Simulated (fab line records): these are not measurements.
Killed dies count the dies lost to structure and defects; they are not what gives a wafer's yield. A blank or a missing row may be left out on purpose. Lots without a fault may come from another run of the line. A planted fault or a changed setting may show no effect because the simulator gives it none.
Struck lot and sound lot, side by side ; flow sky130 ; 16 out of 708 route steps
Sound: wafers L231.3, L231.5, L231.6. The struck wafers were L217.1, L217.4, L217.5. The cause comes at the end.
Each step with rows lists, per side, the tool, then ch with its chambers, then its first start. Under that, the readings that differ: sound wafers ; struck wafers ; difference of the means ; sigmas: that difference in standard deviations of wafers without a fault.
alike: readings with means less than 2 such deviations apart, plus words and numbers identical on both sides. not compared: withheld readings, readings lacking a value on some wafer, bounds such as >300 that could conceal the same value, and numbers that have no deviation in the record and whose values overlap.
Wherever a step has rows on one side only, a row that says differs or no value, or a row with sigmas, the two part there. Numbers that don't overlap but have no deviation are shown without sigmas and don't part them. A reading that every wafer of one side lacks parts them only if that side has two wafers or more.

SKY_VT_ADJUST_LVTN_OVL_MEAS_07:
  sound on overlay-01 at day 13 07:03; struck on overlay-01 at day 9 13:23
  alike: VT_ADJUST_LVTN_OVL
next, for these wafers, 1 step has no rows: SKY_VT_ADJUST_LVTN_IMPLANT_08.
SKY_VT_ADJUST_LVTN_STRIP_09: strips in O2/N2.
  sound on plasma_asher-03 ch 0,1, day 13 07:15; struck on plasma_asher-04 ch 0,1, day 9 13:34
  alike: drypump_motor_current_A, oes_product_au, strip_time_to_endpoint_s
  not compared: rf_hours_counter_h
SKY_VT_ADJUST_LVTN_TW_MEAS_10:
  sound on film_metro-04 at day 13 07:20; struck on film_metro-04 at day 9 13:40
  alike: VT_ADJUST_LVTN_TW
then, 7 steps without rows for these wafers: SKY_VT_ADJUST_LVTN_DEHYDRATE_11 (time 60 s); SKY_VT_ADJUST_LVTN_HMDS_12 (prime time 60 s); SKY_VT_ADJUST_LVTN_COAT_13 (resist thk 1140 nm); SKY_VT_ADJUST_LVTN_SOFTBAKE_14 (time 60 s); SKY_VT_ADJUST_LVTN_EXPOSE_15 (exposes mask HVN STD DERIVED, target cd 600 nm); SKY_VT_ADJUST_LVTN_PEB_16; SKY_VT_ADJUST_LVTN_DEVELOP_17 (develop time 60 s).
SKY_VT_ADJUST_LVTN_OVL_MEAS_18:
  sound on overlay-01 at day 14 09:57; struck on overlay-02 at day 10 12:02
  alike: VT_ADJUST_LVTN_01_OVL
SKY_VT_ADJUST_LVTN_IMPLANT_19:
  sound on implanter-02 ch 0, day 14 10:01; struck on implanter-03 ch 0, day 10 12:23
SKY_VT_ADJUST_LVTN_STRIP_20: strips in O2/N2.
  sound on plasma_asher-04 ch 0,1, day 14 10:09; struck on plasma_asher-02 ch 1, day 10 12:32
  alike: drypump_motor_current_A, oes_product_au, strip_time_to_endpoint_s
  not compared: rf_hours_counter_h
SKY_VT_ADJUST_LVTN_TW_MEAS_21:
  sound on film_metro-03 at day 14 10:16; struck on film_metro-01 at day 10 12:38
reading;sound;struck;difference;sigmas
VT_ADJUST_LVTN_2_TW;186.7 184.9 186.4;228.4 230.4 230.7;+43.8;+31
then, 1 step without rows for these wafers: SKY_VT_ADJUST_NCORE_DEHYDRATE_00 (time 60 s).

== WHERE THEY PART ==
Only at SKY_VT_ADJUST_LVTN_TW_MEAS_21, as far as this record shows.

WHY: what had been put in by the simulator
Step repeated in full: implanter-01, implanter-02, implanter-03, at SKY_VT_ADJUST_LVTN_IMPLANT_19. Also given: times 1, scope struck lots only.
